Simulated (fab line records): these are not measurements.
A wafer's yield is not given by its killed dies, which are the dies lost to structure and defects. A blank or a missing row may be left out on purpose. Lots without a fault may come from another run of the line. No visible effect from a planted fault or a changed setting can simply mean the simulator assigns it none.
fab line records	flow sfqLine
record: lots: 6	wafers: 18	lastDay: 91
route steps=325 shown I5@229 C5@240
lots untouched by any fault: they come from a run of this same line in which no faults occurred
startH: start of the lot's first displayed wafer, in hours after the record's first day	waitH: how many hours have passed since the lot's step before this one	" unchanged from the row above	L1.1+2: one row covering several wafers at once	- value missing, or start not given	* or withheld: withheld	< > ~ a bound
route shown NAME@n: a module of which the file shows steps, and the number in the route of the first	usual: average and standard deviation across the fault-free wafers	same: alike in all rows	chamber/n: place in a boat	sites: readings site by site	_std_site: how widely they spread, as a standard deviation	_edge_site: the outer-site mean with the inner-site mean subtracted	radiusMm: how far each site lies from the wafer's centre	mask NAME#n: copy n	behind: the last tool/chamber to shape the wafer	hold: the reason the lot was held/the length of the hold in hours/how it ended	device: whichever transistor did not switch (one of n, p or np)	end of line: the tests these same wafers got at the end of their route	for a step that has no rows: nothing shown but its recipe	killed: dies that structure and defects cost at the first sort, which is not the same as the wafer's yield	map: a wafer's dies, x killed, . not, _ none there
set.NAME: the setting the step ran with; set.NAME@STEP: the setting that earlier step ran with	model.NAME: the simulator's own value behind a step, which no gauge read
lots seen at some steps along the route; tables by step, rows by wafer
services: the hour from which a tool's chamber was out of use, counted from the record's first day as startH (under 0 if before that day), plus the number of hours and why
== steps ==
step: SFQ_TRILAYER_I5_LITHO_COAT_149
recipe: resist: BARC	spinRpm: 3000	resistThkNm: 62
step: SFQ_TRILAYER_I5_LITHO_COAT_144
recipe: resist: KrF	spinRpm: 2944	resistThkNm: 650
step: SFQ_TRILAYER_I5_LITHO_SOFTBAKE_148
recipe: tempC: withheld	timeS: withheld	resist: KrF
step: SFQ_TRILAYER_I5_LITHO_EXPOSE_145
recipe: maskId: I5	na: 0.6	sourceShape: conventional	sigmaOuter: 0.65	targetCdNm: 700	doseMj: 21.3
step: SFQ_TRILAYER_I5_LITHO_PEB_147
recipe: pebTempC: 115	pebTimeS: 60	resist: KrF
step: SFQ_TRILAYER_I5_LITHO_DEVELOP_146
recipe: timeS: 60	resist: KrF
step: SFQ_I5_OVL_MEAS_936
usual: I5_OVL: -2/4.5
lot.wafer	tool	chamber	startH	waitH	I5_OVL[nm]
L142.2	overlay-02	-	1603.43	0.1	-7
L142.3	"	-	"	"	-4
L142.6	"	-	"	"	-11
L149.2	overlay-01	-	1653.30	0.1	-2
L149.3	"	-	"	"	-3
L149.4	"	-	"	"	-6
L152.1	overlay-01	-	1656.90	0.1	-1
L152.2	"	-	"	"	4
L152.5	"	-	"	"	0
L159.1	overlay-02	-	1893.45	0.1	-4
L159.3	"	-	"	"	-5
L159.4	"	-	"	"	-6
L160.3	overlay-02	-	1894.66	0.1	-4
L160.4	"	-	"	"	1
L160.6	"	-	"	"	-5
L162.2	overlay-02	-	1921.06	0.1	6
L162.3	"	-	"	"	2
L162.4	"	-	"	"	1
step: SFQ_TRILAYER_I5_BARC_OPEN_VIA_ETCH_200
recipe: maskMaterial: PR	chemistry: O2	targetDepthNm: 125	target: BARC	sourceW: 500	biasW: 80	pressureMtorr: 30	timeS: 41.7
usual: drypumpMotorCurrentA: 5.9/0.32	oesProductAu: 0.685/0.0045
lot.wafer	tool	chamber	startH	waitH	drypumpMotorCurrentA	oesProductAu	rfHoursCounterH
L142.2	rieDiel-04	0	1603.46	0.0	6.0	0.688	18
L142.3	"	3	"	"	5.3	0.692	0
L142.6	"	3	"	"	5.3	0.684	-
L149.2	rieDiel-03	2	1653.33	0.0	5.4	0.686	9
L149.3	"	1	"	"	6.0	0.685	13
L149.4	"	3	"	"	5.8	0.687	2
L152.1	rieDiel-03	2	1656.93	0.0	5.4	0.677	9
L152.2	"	3	"	"	5.8	0.690	2
L152.5	"	2	"	"	5.4	0.687	-
L159.1	rieDiel-01	1	1893.49	0.0	6.1	0.684	14
L159.3	"	2	"	"	5.9	0.688	17
L159.4	"	0	"	"	6.3	0.686	1
L160.3	rieDiel-03	0	1894.69	0.0	6.5	0.682	0
L160.4	"	1	"	"	6.0	0.678	16
L160.6	"	0	"	"	6.4	0.685	-
L162.2	rieDiel-04	1	1921.09	0.0	6.0	0.679	13
L162.3	"	0	"	"	6.0	0.687	2
L162.4	"	2	"	"	6.0	0.679	1
step: SFQ_TRILAYER_I5_ETCH_VIA_ETCH_147
recipe: stopOn: Nb	maskMaterial: PR	chemistry: CHF3	targetDepthNm: 360	sourceW: 500	biasW: 78.92	pressureMtorr: 30	timeS: withheld
usual: drypumpMotorCurrentA: 5.9/0.32	oesProductAu: 0.987/0.0064
lot.wafer	tool	chamber	startH	waitH	drypumpMotorCurrentA	oesProductAu
L142.2	rieDiel-04	0	1603.50	0.0	6.0	0.987
L142.3	"	3	"	"	5.3	0.982
L142.6	"	3	"	"	5.3	0.987
L149.2	rieDiel-03	2	1653.37	0.0	5.4	0.989
L149.3	"	1	"	"	6.0	0.992
L149.4	"	3	"	"	5.7	0.979
L152.1	rieDiel-03	1	1656.97	0.0	6.0	0.993
L152.2	"	2	"	"	5.4	0.987
L152.5	"	2	"	"	5.4	0.974
L159.1	rieDiel-01	1	1893.53	0.0	6.1	0.992
L159.3	"	2	"	"	5.9	0.976
L159.4	"	0	"	"	6.3	0.991
L160.3	rieDiel-03	0	1894.73	0.0	6.4	0.989
L160.4	"	1	"	"	6.0	0.990
L160.6	"	0	"	"	6.4	0.990
L162.2	rieDiel-04	1	1921.13	0.0	6.0	0.981
L162.3	"	0	"	"	6.0	0.987
L162.4	"	2	"	"	6.0	0.995
step: SFQ_TRILAYER_I5_STRIP_STRIP_148
recipe: gas: O2	powerW: 200	platenTempC: 40	overashFraction: 0.65	chemistry: O2	pressureMtorr: 50
usual: drypumpMotorCurrentA: 5.6/0.5	oesProductAu: 0.998/0.0079	platenTempC: 40.02/0.11
lot.wafer	tool	chamber	startH	waitH	drypumpMotorCurrentA	oesProductAu	platenTempC	rfHoursCounterH
L142.2	rieMetal-02	0	1603.65	-	5.7	1.003	39.94	47
L142.3	"	0	"	"	5.7	1.004	40.18	-
L142.6	"	1	"	"	4.8	0.983	40.01	-
L149.2	rieMetal-02	0	1653.52	-	5.7	1.005	39.94	52
L149.3	"	1	"	"	4.8	0.980	40.02	-
L149.4	"	0	"	"	5.7	1.001	39.88	-
L152.1	rieMetal-01	0	1657.12	-	6.0	0.985	40.11	88
L152.2	"	1	"	"	5.8	1.003	40.06	45
L152.5	"	0	"	"	6.0	0.997	40.09	-
L159.1	rieMetal-02	1	1893.68	-	4.8	0.996	40.01	27
L159.3	"	0	"	"	5.7	1.009	40.09	-
L159.4	"	1	"	"	4.9	0.993	40.22	-
L160.3	rieMetal-01	1	1895.08	-	5.7	1.007	39.98	-
L160.4	"	0	"	"	6.0	1.007	40.04	-
L160.6	"	1	"	"	5.8	1.005	39.89	-
L162.2	rieMetal-03	1	1921.28	-	6.2	0.980	40.10	5
L162.3	"	0	"	"	5.0	0.986	39.88	-
L162.4	"	1	"	"	6.2	0.997	39.99	-
step: SFQ_TRILAYER_I5_STRIP_SOLV_CLEAN_149
recipe: chemistry: NMP	tempC: 70	timeS: 600
step: SFQ_TRILAYER_C5_LITHO_COAT_156
recipe: resist: BARC	spinRpm: 3000	resistThkNm: 62
step: SFQ_TRILAYER_C5_LITHO_COAT_151
recipe: resist: KrF	spinRpm: 3000	resistThkNm: 650
usual: spinSpeedRpm: 3000.0/2.3
lot.wafer	tool	chamber	startH	waitH	spinSpeedRpm	model.KrF_of_TRILAYER_C5_LITHO_COAT_151.thkNm
L142.2	lithoTrack-03	0	1604.77	0.2	2995.7	648.1
L142.3	"	0	"	"	2999.0	648.4
L142.6	"	0	"	"	3002.9	648.2
L149.2	lithoTrack-01	0	1654.65	0.2	2737.5	684.9
L149.3	"	0	"	"	2741.4	682.3
L149.4	"	0	"	"	2744.2	682.3
L152.1	lithoTrack-01	0	1658.20	0.2	2742.4	681.9
L152.2	"	0	"	"	2741.6	681.8
L152.5	"	0	"	"	2738.3	678.9
L159.1	lithoTrack-01	0	1894.75	0.2	2999.4	652.4
L159.3	"	0	"	"	2997.3	651.5
L159.4	"	0	"	"	3000.3	650.4
L160.3	lithoTrack-02	0	1896.05	0.2	3001.8	650.1
L160.4	"	0	"	"	3001.7	651.6
L160.6	"	0	"	"	2997.2	649.7
L162.2	lithoTrack-02	0	1922.42	0.2	3003.9	651.7
L162.3	"	0	"	"	2997.9	652
L162.4	"	0	"	"	3001.9	650.9
step: SFQ_TRILAYER_C5_LITHO_SOFTBAKE_155
recipe: tempC: withheld	timeS: withheld	resist: KrF
step: SFQ_TRILAYER_C5_LITHO_EXPOSE_152
recipe: maskId: C5	na: 0.6	sourceShape: conventional	sigmaOuter: 0.65	targetCdNm: 500	doseMj: 21.3
step: SFQ_TRILAYER_C5_LITHO_PEB_154
recipe: pebTempC: 115	pebTimeS: 60	resist: KrF
step: SFQ_TRILAYER_C5_LITHO_DEVELOP_153
recipe: timeS: 60	resist: KrF
step: SFQ_C5_OVL_MEAS_937
usual: C5_OVL: 0/5.8
lot.wafer	tool	chamber	startH	waitH	C5_OVL[nm]
L142.2	overlay-02	-	1712.10	0.1	2
L142.3	"	-	"	"	8
L142.6	"	-	"	"	-1
L149.2	overlay-01	-	1757.58	0.1	4
L149.3	"	-	"	"	6
L149.4	"	-	"	"	3
L152.1	overlay-01	-	1764.90	0.1	-7
L152.2	"	-	"	"	-8
L152.5	"	-	"	"	-12
L159.1	overlay-01	-	1900.03	0.1	-1
L159.3	"	-	"	"	0
L159.4	"	-	"	"	-4
L160.3	overlay-01	-	1901.24	0.1	8
L160.4	"	-	"	"	-3
L160.6	"	-	"	"	-3
L162.2	overlay-01	-	1924.32	0.1	-5
L162.3	"	-	"	"	-8
L162.4	"	-	"	"	-10
step: SFQ_TRILAYER_C5_BARC_OPEN_VIA_ETCH_210
recipe: maskMaterial: PR	chemistry: O2	targetDepthNm: 125	target: BARC	sourceW: 500	biasW: 80	pressureMtorr: 30	timeS: 41.7
usual: drypumpMotorCurrentA: 5.9/0.35	oesProductAu: 0.685/0.0054
lot.wafer	tool	chamber	startH	waitH	drypumpMotorCurrentA	oesProductAu	rfHoursCounterH
L142.2	rieDiel-01	2	1712.13	0.0	5.9	0.680	14
L142.3	"	1	"	"	6.0	0.685	12
L142.6	"	3	"	"	6.1	0.686	-
L149.2	rieDiel-01	3	1757.61	0.0	6.1	0.688	14
L149.3	"	1	"	"	6.1	0.694	13
L149.4	"	3	"	"	6.1	0.692	-
L152.1	rieDiel-01	2	1764.94	0.0	5.9	0.698	15
L152.2	"	3	"	"	6.1	0.695	14
L152.5	"	2	"	"	5.9	0.677	-
L159.1	rieDiel-02	3	1900.06	0.0	6.1	0.675	3
L159.3	"	0	"	"	5.1	0.694	10
L159.4	"	2	"	"	6.5	0.686	2
L160.3	rieDiel-04	3	1901.26	0.0	5.3	0.687	4
L160.4	"	1	"	"	6.0	0.692	13
L160.6	"	1	"	"	6.0	0.686	-
L162.2	rieDiel-02	1	1924.35	0.0	5.7	0.687	15
L162.3	"	0	"	"	5.0	0.695	10
L162.4	"	2	"	"	6.5	0.688	2
step: SFQ_TRILAYER_C5_ETCH_VIA_ETCH_154
recipe: target: SiO2	maskMaterial: PR	chemistry: CHF3	targetDepthNm: 84	sourceW: 500	biasW: 80	pressureMtorr: 30	timeS: withheld	stopOn: Nb
usual: drypumpMotorCurrentA: 5.9/0.34	oesProductAu: 0.892/0.0084
lot.wafer	tool	chamber	startH	waitH	drypumpMotorCurrentA	oesProductAu	model.KrF_of_TRILAYER_C5_LITHO_COAT_151.thkNm
L142.2	rieDiel-01	2	1712.17	0.0	5.9	0.893	561.4
L142.3	"	1	"	"	6.1	0.884	560
L142.6	"	3	"	"	6.1	0.895	561.4
L149.2	rieDiel-01	3	1757.65	0.0	6.1	0.886	598.3
L149.3	"	1	"	"	6.0	0.886	594.6
L149.4	"	3	"	"	6.1	0.902	595.7
L152.1	rieDiel-01	2	1764.98	0.0	5.9	0.891	594.6
L152.2	"	3	"	"	6.1	0.898	594.8
L152.5	"	2	"	"	5.9	0.905	592
L159.1	rieDiel-02	3	1900.10	0.0	6.1	0.883	564.4
L159.3	"	0	"	"	5.0	0.892	562.7
L159.4	"	2	"	"	6.5	0.892	562.6
L160.3	rieDiel-04	3	1901.30	0.0	5.4	0.882	562.4
L160.4	"	1	"	"	6.0	0.883	565.3
L160.6	"	1	"	"	6.0	0.898	563.5
L162.2	rieDiel-02	1	1924.39	0.0	5.7	0.884	563.7
L162.3	"	0	"	"	5.1	0.889	563.5
L162.4	"	2	"	"	6.5	0.899	563.2
step: SFQ_TRILAYER_C5_STRIP_STRIP_155
recipe: gas: O2	powerW: 200	platenTempC: 40	overashFraction: 0.65	chemistry: O2	pressureMtorr: 50
usual: drypumpMotorCurrentA: 5.4/0.52	oesProductAu: 0.997/0.0086	platenTempC: 39.98/0.11
lot.wafer	tool	chamber	startH	waitH	drypumpMotorCurrentA	oesProductAu	platenTempC	rfHoursCounterH
L142.2	rieMetal-03	1	1712.22	-	6.2	1.003	39.86	101
L142.3	"	1	"	"	6.2	0.987	39.84	-
L142.6	"	1	"	"	6.2	0.993	40.02	-
L149.2	rieMetal-03	1	1757.70	-	6.2	0.986	39.94	106
L149.3	"	0	"	"	5.0	0.996	39.82	-
L149.4	"	1	"	"	6.2	0.997	40.12	-
L152.1	rieMetal-03	0	1765.02	-	5.0	0.990	40.15	14
L152.2	"	1	"	"	6.2	0.990	40.01	107
L152.5	"	1	"	"	6.2	0.987	39.73	-
L159.1	rieMetal-04	1	1900.15	-	4.9	0.996	39.92	2
L159.3	"	1	"	"	5.0	1.015	40.04	-
L159.4	"	0	"	"	5.4	1.004	39.94	-
L160.3	rieMetal-02	0	1901.55	-	5.7	1.006	40.02	-
L160.4	"	1	"	"	4.8	0.997	40.11	-
L160.6	"	0	"	"	5.7	1.009	39.95	-
L162.2	rieMetal-02	0	1924.64	-	5.7	0.998	39.93	-
L162.3	"	0	"	"	5.7	1.006	40.17	-
L162.4	"	0	"	"	5.7	1.006	40.03	-
== services ==
tool	chamber	startH	hours	kind
rieMetal-03	-	1599.39	14.6	pm
rieDiel-04	-	1601.24	0.9	repair
rieDiel-01	-	1631.15	2.8	pm
rieDiel-01	-	1634.53	0.5	repair
rieDiel-01	-	1636.97	4.3	pm
rieMetal-02	-	1637.81	14.6	pm
rieDiel-02	0	1641.40	5.8	repair
rieDiel-01	0	1644.94	132.0	repair
rieDiel-01	3	1651.29	4.1	repair
rieDiel-03	3	1662.19	10.1	repair
rieMetal-03	-	1698.44	0.2	repair
rieDiel-03	2	1700.46	8.3	repair
rieDiel-01	3	1703.69	4.3	repair
rieDiel-04	2	1780.92	6.9	repair
rieMetal-02	1	1800.65	2.3	repair
rieDiel-04	0	1828.87	4.4	repair
rieDiel-04	3	1834.04	7.3	repair
rieDiel-01	2	1840.01	1.3	repair
rieDiel-01	0	1854.49	13.1	repair
rieDiel-04	1	1860.71	6.5	repair
rieDiel-03	0	1861.94	2.6	repair
rieDiel-04	3	1908.10	6.1	repair
rieDiel-04	2	1912.14	6.4	repair
rieMetal-02	1	1918.13	18.0	repair
== key ==
firstSign: step: SFQ_TRILAYER_C5_LITHO_COAT_151	reading: spinSpeedRpm	direction: down	sigmas: 99+	usual: 3000.0	struck: 2740.9
effect none on later readings
modelEffect: step: SFQ_TRILAYER_C5_LITHO_COAT_151	value: KrF_of_TRILAYER_C5_LITHO_COAT_151.thkNm	without: 651.9	struck: 682
modelEffect: step: SFQ_TRILAYER_C5_ETCH_VIA_ETCH_154	value: KrF_of_TRILAYER_C5_LITHO_COAT_151.thkNm	without: 564.9	struck: 595
metAt SFQ_TRILAYER_C5_LITHO_COAT_151
struckWafers L149.2,L149.3,L149.4,L152.1,L152.2,L152.5
fault: kind: processParameterDrift	tool: lithoTrack-01	chamber: -	onsetH: 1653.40	steps: SFQ_TRILAYER_C5_LITHO_COAT_151	channel: spinRpm	offset: -258.75	shape: step	endH: 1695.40	actsIn: theseRecipesOnly	stated: 3000
